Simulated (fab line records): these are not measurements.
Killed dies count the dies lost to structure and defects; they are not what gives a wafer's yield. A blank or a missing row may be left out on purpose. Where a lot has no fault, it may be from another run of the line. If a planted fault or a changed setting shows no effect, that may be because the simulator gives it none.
Which tool was responsible? || flow sky130 || 42 wafers from 14 lots sampled at 2 of the route's 708 steps

## WHAT THE GAUGES SHOWED, per wafer
Not one reading of a measure or inspect step in the record can be checked against a usual standard deviation.

## WHICH TOOL RAN EACH LOT (tool, then ch and the chambers of the sampled wafers, then the start)
{"lot": "L153", "SKY_POLY_GATE_ETCH_16": "rieDiel-01 ch 0,1,2, day 15 23:02", "SKY_POLY_GATE_STRIP_18": "plasmaAsher-04 ch 0,1, day 15 23:11"}
{"lot": "L155", "SKY_POLY_GATE_ETCH_16": "rieDiel-04 ch 0,1,2, day 17 06:14", "SKY_POLY_GATE_STRIP_18": "plasmaAsher-04 ch 0,1, day 17 06:23"}
{"lot": "L157", "SKY_POLY_GATE_ETCH_16": "rieDiel-04 ch 0,1,3, day 17 17:56", "SKY_POLY_GATE_STRIP_18": "plasmaAsher-04 ch 0,1, day 17 18:05"}
{"lot": "L158", "SKY_POLY_GATE_ETCH_16": "rieDiel-01 ch 1,2,3, day 18 02:38", "SKY_POLY_GATE_STRIP_18": "plasmaAsher-01 ch 0,1, day 18 02:47"}
{"lot": "L159", "SKY_POLY_GATE_ETCH_16": "rieDiel-04 ch 0,2,3, day 18 18:20", "SKY_POLY_GATE_STRIP_18": "plasmaAsher-04 ch 0,1, day 18 18:29"}
{"lot": "L160", "SKY_POLY_GATE_ETCH_16": "rieDiel-01 ch 0,1,3, day 18 21:39", "SKY_POLY_GATE_STRIP_18": "plasmaAsher-04 ch 0, day 18 21:49"}
{"lot": "L162", "SKY_POLY_GATE_ETCH_16": "rieDiel-01 ch 1,2,3, day 19 17:30", "SKY_POLY_GATE_STRIP_18": "plasmaAsher-02 ch 0,1, day 19 17:41"}
{"lot": "L164", "SKY_POLY_GATE_ETCH_16": "rieDiel-01 ch 0,3, day 20 14:26", "SKY_POLY_GATE_STRIP_18": "plasmaAsher-02 ch 0,1, day 20 14:35"}
{"lot": "L165", "SKY_POLY_GATE_ETCH_16": "rieDiel-01 ch 2,3, day 21 02:24", "SKY_POLY_GATE_STRIP_18": "plasmaAsher-04 ch 0,1, day 21 02:34"}
{"lot": "L168", "SKY_POLY_GATE_ETCH_16": "rieDiel-03 ch 0,2,3, day 21 16:06", "SKY_POLY_GATE_STRIP_18": "plasmaAsher-01 ch 1, day 21 16:16"}
{"lot": "L169", "SKY_POLY_GATE_ETCH_16": "rieDiel-01 ch 2,3, day 22 03:11", "SKY_POLY_GATE_STRIP_18": "plasmaAsher-04 ch 0, day 22 03:20"}
{"lot": "L170", "SKY_POLY_GATE_ETCH_16": "rieDiel-03 ch 1,2,3, day 22 13:08", "SKY_POLY_GATE_STRIP_18": "plasmaAsher-02 ch 0,1, day 22 13:17"}
{"lot": "L175", "SKY_POLY_GATE_ETCH_16": "rieDiel-01 ch 1,2, day 24 19:56", "SKY_POLY_GATE_STRIP_18": "plasmaAsher-04 ch 0,1, day 24 20:05"}
{"lot": "L176", "SKY_POLY_GATE_ETCH_16": "rieDiel-04 ch 1,2, day 25 11:47", "SKY_POLY_GATE_STRIP_18": "plasmaAsher-02 ch 0,1, day 25 11:56"}
- SKY_POLY_GATE_ETCH_16: etches Si3N4 in CH3F/O2, stops on poly-Si, time 147.5 s, target depth 75 nm.
- SKY_POLY_GATE_STRIP_18: strips in O2/N2.

## AS READ BY THE TOOLS THEMSELVES (means over the sampled wafers that have a number; for cases with no such wafer, the mark the record gives instead)
SKY_POLY_GATE_ETCH_16.
{"lot": "L153", "tool": "rieDiel-01", "O2_flow_sccm (sccm)": 30.00, "biasW (W)": 80.14, "drypumpMotorCurrentA (A)": 5.9, "oesProductAu (a.u.)": 0.638, "throttleValvePct (%)": 10.542}
{"lot": "L155", "tool": "rieDiel-04", "O2_flow_sccm (sccm)": 29.98, "biasW (W)": 79.84, "drypumpMotorCurrentA (A)": 6.5, "oesProductAu (a.u.)": 0.642, "throttleValvePct (%)": 10.529}
{"lot": "L157", "tool": "rieDiel-04", "O2_flow_sccm (sccm)": 30.00, "biasW (W)": 80.00, "drypumpMotorCurrentA (A)": 5.9, "oesProductAu (a.u.)": 0.641, "throttleValvePct (%)": 10.537}
{"lot": "L158", "tool": "rieDiel-01", "O2_flow_sccm (sccm)": 30.03, "biasW (W)": 79.75, "drypumpMotorCurrentA (A)": 5.6, "oesProductAu (a.u.)": 0.639, "throttleValvePct (%)": 10.529}
{"lot": "L159", "tool": "rieDiel-04", "O2_flow_sccm (sccm)": 30.04, "biasW (W)": 80.00, "drypumpMotorCurrentA (A)": 5.9, "oesProductAu (a.u.)": 0.636, "throttleValvePct (%)": 10.529}
{"lot": "L160", "tool": "rieDiel-01", "O2_flow_sccm (sccm)": 29.97, "biasW (W)": 80.08, "drypumpMotorCurrentA (A)": 6.0, "oesProductAu (a.u.)": 0.640, "throttleValvePct (%)": 10.528}
{"lot": "L162", "tool": "rieDiel-01", "O2_flow_sccm (sccm)": 30.03, "biasW (W)": 80.06, "drypumpMotorCurrentA (A)": 5.6, "oesProductAu (a.u.)": 0.645, "throttleValvePct (%)": 10.541}
{"lot": "L164", "tool": "rieDiel-01", "O2_flow_sccm (sccm)": 30.03, "biasW (W)": 79.99, "drypumpMotorCurrentA (A)": 6.3, "oesProductAu (a.u.)": 0.637, "throttleValvePct (%)": 10.529}
{"lot": "L165", "tool": "rieDiel-01", "O2_flow_sccm (sccm)": 30.05, "biasW (W)": 79.62, "drypumpMotorCurrentA (A)": 5.6, "oesProductAu (a.u.)": 0.638, "throttleValvePct (%)": 10.537}
{"lot": "L168", "tool": "rieDiel-03", "O2_flow_sccm (sccm)": 30.01, "biasW (W)": 79.65, "drypumpMotorCurrentA (A)": 6.0, "oesProductAu (a.u.)": 0.636, "throttleValvePct (%)": 10.530}
{"lot": "L169", "tool": "rieDiel-01", "O2_flow_sccm (sccm)": "-", "biasW (W)": "-", "drypumpMotorCurrentA (A)": "-", "oesProductAu (a.u.)": "-", "throttleValvePct (%)": "-"}
{"lot": "L170", "tool": "rieDiel-03", "O2_flow_sccm (sccm)": "-", "biasW (W)": "-", "drypumpMotorCurrentA (A)": "-", "oesProductAu (a.u.)": "-", "throttleValvePct (%)": "-"}
{"lot": "L175", "tool": "rieDiel-01", "O2_flow_sccm (sccm)": 29.97, "biasW (W)": 79.97, "drypumpMotorCurrentA (A)": 5.6, "oesProductAu (a.u.)": 0.637, "throttleValvePct (%)": 10.532}
{"lot": "L176", "tool": "rieDiel-04", "O2_flow_sccm (sccm)": 30.02, "biasW (W)": 80.34, "drypumpMotorCurrentA (A)": 6.8, "oesProductAu (a.u.)": 0.641, "throttleValvePct (%)": 10.529}

SKY_POLY_GATE_STRIP_18.
{"lot": "L153", "tool": "plasmaAsher-04", "drypumpMotorCurrentA (A)": 6.0, "n2FlowSccm (sccm)": 300.5, "oesProductAu (a.u.)": 0.357, "stripTimeToEndpointS (s)": 3.16}
{"lot": "L155", "tool": "plasmaAsher-04", "drypumpMotorCurrentA (A)": 6.1, "n2FlowSccm (sccm)": 300.3, "oesProductAu (a.u.)": 0.359, "stripTimeToEndpointS (s)": 3.17}
{"lot": "L157", "tool": "plasmaAsher-04", "drypumpMotorCurrentA (A)": 6.4, "n2FlowSccm (sccm)": 299.7, "oesProductAu (a.u.)": 0.363, "stripTimeToEndpointS (s)": 3.16}
{"lot": "L158", "tool": "plasmaAsher-01", "drypumpMotorCurrentA (A)": 5.4, "n2FlowSccm (sccm)": 300.2, "oesProductAu (a.u.)": 0.359, "stripTimeToEndpointS (s)": 3.19}
{"lot": "L159", "tool": "plasmaAsher-04", "drypumpMotorCurrentA (A)": 6.3, "n2FlowSccm (sccm)": 298.9, "oesProductAu (a.u.)": 0.366, "stripTimeToEndpointS (s)": 3.18}
{"lot": "L160", "tool": "plasmaAsher-04", "drypumpMotorCurrentA (A)": 6.6, "n2FlowSccm (sccm)": 299.7, "oesProductAu (a.u.)": 0.360, "stripTimeToEndpointS (s)": 3.12}
{"lot": "L162", "tool": "plasmaAsher-02", "drypumpMotorCurrentA (A)": 5.6, "n2FlowSccm (sccm)": 299.1, "oesProductAu (a.u.)": 0.353, "stripTimeToEndpointS (s)": 3.13}
{"lot": "L164", "tool": "plasmaAsher-02", "drypumpMotorCurrentA (A)": 5.6, "n2FlowSccm (sccm)": 299.8, "oesProductAu (a.u.)": 0.359, "stripTimeToEndpointS (s)": 3.21}
{"lot": "L165", "tool": "plasmaAsher-04", "drypumpMotorCurrentA (A)": 6.3, "n2FlowSccm (sccm)": 300.2, "oesProductAu (a.u.)": 0.363, "stripTimeToEndpointS (s)": 3.16}
{"lot": "L168", "tool": "plasmaAsher-01", "drypumpMotorCurrentA (A)": 6.3, "n2FlowSccm (sccm)": 299.3, "oesProductAu (a.u.)": 0.360, "stripTimeToEndpointS (s)": 3.19}
{"lot": "L169", "tool": "plasmaAsher-04", "drypumpMotorCurrentA (A)": 6.6, "n2FlowSccm (sccm)": 300.4, "oesProductAu (a.u.)": 0.410, "stripTimeToEndpointS (s)": 4.31}
{"lot": "L170", "tool": "plasmaAsher-02", "drypumpMotorCurrentA (A)": 5.8, "n2FlowSccm (sccm)": 299.5, "oesProductAu (a.u.)": 0.413, "stripTimeToEndpointS (s)": 4.39}
{"lot": "L175", "tool": "plasmaAsher-04", "drypumpMotorCurrentA (A)": 6.3, "n2FlowSccm (sccm)": 300.2, "oesProductAu (a.u.)": 0.358, "stripTimeToEndpointS (s)": 3.17}
{"lot": "L176", "tool": "plasmaAsher-02", "drypumpMotorCurrentA (A)": 5.8, "n2FlowSccm (sccm)": 299.2, "oesProductAu (a.u.)": 0.359, "stripTimeToEndpointS (s)": 3.22}

## THE ANSWER, worked out from the rows above alone
Rule: the lots themselves supply what counts as usual. Put in order of their means at a reading, lots are off if they are a third of the lots or fewer, leave a main group of 4 or more, and stand apart from it by a gap of 3 or more times the standard deviation of the main group's means; of several such gaps the widest counts. The tables above print the reading to a certain number of digits; a main group whose means all agree to those digits is not used. A lot without any number at a reading at which 4 lots or more have one is off too. The other lots that the step has rows for count as sound. Order of review: gauges by route order, followed by the tools' own readings, for which a lot's mean as printed above is used. The first step at which some lot is off is used, and at that step the reading that is off furthest; a lot without a number counts as furthest.
Off: L169, L170, at SKY_POLY_GATE_ETCH_16 (O2_flow_sccm). Without a number there: L169, L170. For the main group the mean is 30.01 sccm and the standard deviation 0.026.
If a tool, at that step or one of the process steps before it, ran each lot that is off and ran no sound lot following the first of them, it fits. Not one of the candidates tried fits.

## WHAT THE SIMULATOR PUT IN
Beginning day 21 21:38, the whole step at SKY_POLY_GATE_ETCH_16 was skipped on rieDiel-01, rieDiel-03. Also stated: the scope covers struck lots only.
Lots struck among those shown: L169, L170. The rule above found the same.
